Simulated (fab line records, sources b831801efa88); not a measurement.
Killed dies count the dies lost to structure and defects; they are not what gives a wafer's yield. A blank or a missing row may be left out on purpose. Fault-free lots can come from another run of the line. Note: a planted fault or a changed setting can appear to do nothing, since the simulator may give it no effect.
Comparing a struck lot with a sound one :: flow sky130 :: 15 steps out of a route of 708
Sound: wafers L866.1, L866.2, L866.4. Struck: wafers L874.1, L874.4, L874.6. At the end, the cause is stated.
At each step with rows: each side's tool, then ch and its chambers, then its first start. Under that, the readings that differ: sound wafers :: struck wafers :: difference of the means :: sigmas: that difference in standard deviations of wafers without a fault.
alike: readings with means less than 2 such deviations apart, plus words and numbers identical on both sides. not compared: withheld readings, readings lacking a value on some wafer, bounds such as >300 that could conceal the same value, and numbers that have no deviation in the record and whose values overlap.
Wherever a step has rows on one side only, a row that says differs or no value, or a row with sigmas, the two part there. Non-overlapping numbers with no deviation appear without sigmas and do not part them. A reading missing from all wafers of one side parts the sides only when that side holds two or more wafers.

SKY_CONTACT_CMP_27: polishes, stops on SiO2, t overpolish 15 s, target thk 0 nm.
  sound on cmp-01 ch 0,2,3, day 34 09:59; struck on cmp-01 ch 0,1, day 37 06:55
  alike: head-pressure-psi, motor-current-A, overpolish-run-s, time-to-endpoint-s
SKY_METAL1_SPUTTER_00: material Ti, target thk 15 nm, time 10 s.
  sound: pvd-sputter-04 at day 34 10:17; struck: pvd-sputter-03 at day 37 07:10
  alike: throttle-valve-pct
SKY_METAL1_SPUTTER_01: material TiN, target thk 20 nm, time 16.7 s.
  sound: pvd-sputter-04 at day 34 10:19; struck: pvd-sputter-03 at day 37 07:12
  alike: throttle-valve-pct
then, 1 step without rows for these wafers: SKY_METAL1_SPUTTER_02 (material AlCu, target thk 250 nm, time 13.3 s).
SKY_METAL1_SPUTTER_03: material Ti, target thk 5 nm, time 3.3 s.
  sound: pvd-sputter-04 at day 34 10:22; struck: pvd-sputter-03 at day 37 07:15
  alike: throttle-valve-pct
SKY_METAL1_SPUTTER_04: material TiN, target thk 70 nm, time 58.3 s.
  sound: pvd-sputter-04 at day 34 10:23; struck: pvd-sputter-03 at day 37 07:16
  alike: throttle-valve-pct
SKY_METAL1_RS_MEAS_05: measures by four-point-probe.
  sound: film-metro-02 at day 34 10:26; struck: film-metro-03 at day 37 07:19
  alike: METAL1_ALCU_RS
SKY_METAL1_THK_MEAS_06: measures by xrf.
  sound: film-metro-02 at day 34 10:33; struck: film-metro-03 at day 37 07:26
  alike: METAL1_ALCU_THK
then, 4 steps without rows for these wafers: SKY_METAL1_DEHYDRATE_07 (time 60 s); SKY_METAL1_HMDS_08 (prime time 60 s); SKY_METAL1_COAT_09 (resist thk 60 nm); SKY_METAL1_COAT_10 (resist thk 450 nm).
SKY_METAL1_SOFTBAKE_11: time 90 s.
  sound on litho-track-02 ch 0, day 34 23:00; struck on litho-track-01 ch 0, day 37 20:00
reading: heater-power-total-W (W)
sound: 57.32 57.29 57.40
struck: 58.00 58.03 58.10
difference: +0.71
sigmas: +6

reading: plate-temp-C (C)
sound: 99.98 99.82 99.72
struck: 101.06 100.80 100.94
difference: +1.09
sigmas: +10
then, 1 step without rows for these wafers: SKY_METAL1_EXPOSE_12 (exposes mask MM1, target cd 140 nm).
-- the record jumps here: 12 days lie between the struck wafers' starts before and after (it left off in module METAL1 and takes up again in module PAD_OPEN, whose first step shown is number 708 of the route) --
SKY_PAD_OPEN_PROBE_99:
  sound: prober-02 at day 47 20:56; struck: prober-02 at day 49 21:00
  alike: defect-limited-yield, killed_at_M0_to_M3, killed_at_M4_up, killed-at-contacts, killed-at-front-end, killed-at-other, killed-dies, killed-open, killed-short, sort_bin_3_pad_short, sort_bin_5_function, sort_bin_6_memory, sort-n-pass, sort-yield-pct

== WHERE THEY PART ==
SKY_METAL1_SOFTBAKE_11 only, going by this record. Later steps at which nothing parts them and some readings are alike: SKY_PAD_OPEN_PROBE_99.

WHY: the cause the simulator had injected
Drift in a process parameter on litho-track-01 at SKY_METAL1_SOFTBAKE_11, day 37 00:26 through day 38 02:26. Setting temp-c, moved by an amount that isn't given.
